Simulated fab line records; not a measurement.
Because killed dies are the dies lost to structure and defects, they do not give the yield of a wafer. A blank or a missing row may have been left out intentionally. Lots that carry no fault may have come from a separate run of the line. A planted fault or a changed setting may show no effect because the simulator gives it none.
Struck lot and sound lot, side by side :: flow sky130 :: 33 steps out of a route of 708
Sound: wafers L579.2, L579.5, L579.6. Struck: wafer L589.4. (L589.1, L589.3 of the same lot were not struck and are left out.) The cause comes at the end.
At each step with rows: each side's tool, then ch and its chambers, then its first start. Under that, the readings that differ: sound wafers :: struck wafers :: difference of the means :: sigmas: that difference in standard deviations of wafers without a fault.
alike: readings with means less than 2 such deviations apart, plus words and numbers identical on both sides. not compared: withheld readings, readings lacking a value on some wafer, bounds such as >300 that could conceal the same value, and numbers that have no deviation in the record and whose values overlap.
Wherever a step has rows on one side only, a row that says differs or no value, or a row with sigmas, the two part there. Non-overlapping numbers with no deviation appear without sigmas and do not part them. A reading missing from all wafers of one side parts the sides only when that side holds two or more wafers.

first, 4 steps without rows for these wafers: SKY_LOCAL_INTERCONNECT_SOFTBAKE_07 (time 90 s); SKY_LOCAL_INTERCONNECT_EXPOSE_08 (exposes mask LI1M, target cd 170 nm); SKY_LOCAL_INTERCONNECT_PEB_09; SKY_LOCAL_INTERCONNECT_DEVELOP_10 (develop time 60 s).
SKY_LOCAL_INTERCONNECT_CD_MEAS_11: the cd target is 170 nm.
  sound on cd-sem-01, day 31 21:49; struck on cd-sem-02, day 35 01:26
  alike: cd-nm
SKY_LOCAL_INTERCONNECT_OVL_MEAS_12:
  sound on overlay-01, day 31 21:55; struck on overlay-02, day 35 01:34
  alike: LOCAL_INTERCONNECT_OVL
then, 1 step without rows for these wafers: SKY_LOCAL_INTERCONNECT_ETCH_13 (etches BARC in N2/H2, stops on SiO2, time 45.9 s, target depth 60 nm).
SKY_LOCAL_INTERCONNECT_METAL_ETCH_14: etches TiN in Cl2/BCl3, stops on PSG, target depth 110 nm, time 31.4 s.
  sound on rie-metal-01 ch 0,1, day 31 22:01; struck on rie-metal-03 ch 1, day 35 01:43
  alike: chamber-pressure-mTorr, drypump-motor-current-A, oes-product-au, rf-fwd-power-W, throttle-valve-pct
  not compared: rf-hours-counter-h
SKY_LOCAL_INTERCONNECT_STRIP_15: strips in O2/N2.
  sound on plasma-asher-01 ch 0,1, day 31 22:04; struck on plasma-asher-02 ch 0, day 35 01:49
reading: chamber-pressure-mTorr (mTorr)
sound: 1499.8 1500.0 1497.6
struck: 1501.8
difference: +2.7
sigmas: +2
  alike: drypump-motor-current-A, n2-flow-sccm, oes-product-au, strip-time-to-endpoint-s
  not compared: rf-hours-counter-h
then, 3 steps without rows for these wafers: SKY_LOCAL_INTERCONNECT_STRIP_16 (strips in post etch residue remover, time 1200 s); SKY_LOCAL_INTERCONNECT_CLEAN_17 (cleans in IPA, time 180 s); SKY_LOCAL_INTERCONNECT_CLEAN_18 (cleans in O3/DIW).
SKY_CONTACT_CVD_00: deposits Si3N4, target thk 75 nm.
  sound on pecvd-04 ch 1,2, day 31 22:41; struck on pecvd-04 ch 0, day 35 02:28
reading: model.Si3N4_of_CONTACT_CVD_00.thk-nm (nm)
sound: 75.48 75.86 76.76
struck: 25.36
difference: -50.67
sigmas: 
  alike: heater-power-w
  not compared: rf-fwd-power-W
SKY_CONTACT_THK_MEAS_01:
  sound on film-metro-02, day 31 22:44; struck on film-metro-02, day 35 02:31
reading: CONTACT_CVD_00_THK (nm)
sound: 75.5 75.8 76.7
struck: 25.4
difference: -50.6
sigmas: -59
then, 1 step without rows for these wafers: SKY_CONTACT_HDPCVD_02 (deposits SiO2, target thk 565 nm, time 94.2 s).
SKY_CONTACT_THK_MEAS_03:
  sound on film-metro-04, day 31 22:52; struck on film-metro-01, day 35 02:40
  alike: CONTACT_HDPCVD_THK
then, 1 step without rows for these wafers: SKY_CONTACT_CMP_04 (polishes SiO2).
SKY_CONTACT_BOW_MEAS_05:
  sound on film-metro-02, day 31 23:14; struck on film-metro-02, day 35 03:02
  alike: CONTACT_BOW
then, 8 steps without rows for these wafers: SKY_CONTACT_DEHYDRATE_06 (time 60 s); SKY_CONTACT_HMDS_07 (prime time 60 s); SKY_CONTACT_COAT_08 (resist thk 60 nm); SKY_CONTACT_COAT_09 (resist thk 444.3 nm); SKY_CONTACT_SOFTBAKE_10 (time 90 s); SKY_CONTACT_EXPOSE_11 (exposes mask CTM1, target cd 170 nm); SKY_CONTACT_PEB_12; SKY_CONTACT_DEVELOP_13 (develop time 60 s).
SKY_CONTACT_CD_MEAS_14: the cd target is 170 nm.
  sound on cd-sem-02, day 33 01:43; struck on cd-sem-02, day 36 04:35
  alike: cd-nm
SKY_CONTACT_OVL_MEAS_15:
  sound on overlay-01, day 33 01:49; struck on overlay-01, day 36 04:43
  alike: CONTACT_OVL
SKY_CONTACT_ETCH_16: etches BARC in N2/H2, stops on SiO2, time 45.9 s, target depth 60 nm.
  sound on rie-diel-01 ch 1,2,3, day 33 01:51; struck on rie-diel-01 ch 0, day 36 04:44
  alike: chamber-pressure-mTorr, drypump-motor-current-A, n2-flow-sccm, oes-product-au, rf-fwd-power-W, throttle-valve-pct
  not compared: rf-hours-counter-h
SKY_CONTACT_ETCH_17: etches SiO2 in C4F8/O2/Ar, stops on Si3N4, target depth 340 nm.
  sound on rie-diel-01 ch 1,2,3, day 33 01:53; struck on rie-diel-01 ch 0, day 36 04:47
  alike: chamber-pressure-mTorr, oes-product-au, rf-fwd-power-W
SKY_CONTACT_ETCH_18: etches Si3N4 in CHF3/O2, stops on TiN, time 39 s, target depth 75 nm.
  sound: rie-diel-01 ch 1,2,3; struck: rie-diel-01 ch 0
reading: oes-product-au (a.u.)
sound: 0.855 0.863 0.863
struck: 0.537
difference: -0.323
sigmas: -48

reading: throttle-valve-pct (%)
sound: 8.794 8.797 8.802
struck: 8.701
difference: -0.097
sigmas: -11

reading: model.etch.depth-nm (nm)
sound: 75.48 75.86 76.76
struck: 25.36
difference: -50.67
sigmas: 
  alike: chamber-pressure-mTorr, drypump-motor-current-A, rf-fwd-power-W
  not compared: rf-hours-counter-h
SKY_CONTACT_STRIP_19: strips in O2/N2.
  sound on plasma-asher-02 ch 0,1, day 33 01:59; struck on plasma-asher-03 ch 1, day 36 04:53
  alike: chamber-pressure-mTorr, drypump-motor-current-A, n2-flow-sccm, oes-product-au, strip-time-to-endpoint-s
  not compared: rf-hours-counter-h
-- the record jumps here: 13 days lie between the struck wafers' starts before and after (it left off in module CONTACT and takes up again in module PAD_OPEN, whose first step shown is number 708 of the route) --
SKY_PAD_OPEN_PROBE_99:
  sound on prober-02, day 46 20:48; struck on prober-02, day 49 02:23
reading: killed_at_M0_to_M3
sound: 53 53 38
struck: 31
difference: -17
sigmas: -2

reading: killed-at-contacts
sound: 28 25 22
struck: 12
difference: -13
sigmas: -3

reading: killed-at-other
sound: 0 1 0
struck: 2
difference: +2
sigmas: +3

reading: killed-dies
sound: 103 111 75
struck: 68
difference: -28
sigmas: -3

reading: killed-open
sound: 59 60 43
struck: 40
difference: -14
sigmas: -2

reading: killed-short
sound: 44 51 32
struck: 28
difference: -14
sigmas: -2
  alike: killed_at_M4_up, killed-at-front-end

== WHERE THEY PART ==
Earliest at SKY_LOCAL_INTERCONNECT_STRIP_15; latest, in this record, at SKY_PAD_OPEN_PROBE_99.

WHY: what had been put in by the simulator
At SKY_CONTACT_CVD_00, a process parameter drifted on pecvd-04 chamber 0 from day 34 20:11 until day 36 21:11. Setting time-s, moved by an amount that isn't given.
